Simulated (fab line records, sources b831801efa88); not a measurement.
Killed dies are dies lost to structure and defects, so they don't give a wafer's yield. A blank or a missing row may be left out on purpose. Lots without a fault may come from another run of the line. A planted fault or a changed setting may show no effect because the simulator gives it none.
Which tool did it? | flow gf180mcu | 7 lots, 21 wafers sampled, at 2 steps of a route of 602

WHAT THE GAUGES READ, wafer by wafer
GF_CONTACT_RS_MEAS_25: measures by four-point-probe.
lot  | measured     | on            | CONTACT_W_RS (ohm/sq)
L676 | day 17 03:15 | film_metro-01 | 0.388 0.387 0.387
L677 | day 17 14:44 | film_metro-01 | 0.388 0.387 0.388
L682 | day 19 00:40 | film_metro-01 | 0.380 0.383 0.385
L689 | day 21 06:25 | film_metro-02 | 0.380 0.383 0.381
L691 | day 21 22:48 | film_metro-03 | 0.387 0.386 0.384
L696 | day 23 18:29 | film_metro-02 | 0.381 0.383 0.386
L698 | day 24 04:25 | film_metro-02 | 0.389 0.391 0.386

WHICH TOOL RAN EACH LOT (tool, then ch and the chambers of the sampled wafers, then the start)
lot  | GF_HV_LDD_HMDS_13
L676 | litho_track-02 ch 0, day 11 05:02
L677 | litho_track-04 ch 0, day 11 14:32
L682 | litho_track-04 ch 0, day 12 21:41
L689 | litho_track-04 ch 0, day 14 16:44
L691 | litho_track-03 ch 0, day 15 06:32
L696 | litho_track-04 ch 0, day 17 00:47
L698 | litho_track-02 ch 0, day 17 11:11
- GF_HV_LDD_HMDS_13: prime time 60 s.

THE ANSWER, worked out from the rows above alone
Rule: what is usual is taken from the lots themselves. Put in order of their means at a reading, lots are off if they are a third of the lots or fewer, leave a main group of 4 or more, and stand apart from it by a gap of 3 or more times the standard deviation of the main group's means; of several such gaps the widest counts. A main group whose means are all the same, to the digits that the tables above print for the reading, isn't used. A lot without any number at a reading at which 4 lots or more have one is off too. The other lots that the step has rows for count as sound.
No lot is off at any reading shown: from this, nothing can be told.

WHAT THE SIMULATOR HAD PUT IN
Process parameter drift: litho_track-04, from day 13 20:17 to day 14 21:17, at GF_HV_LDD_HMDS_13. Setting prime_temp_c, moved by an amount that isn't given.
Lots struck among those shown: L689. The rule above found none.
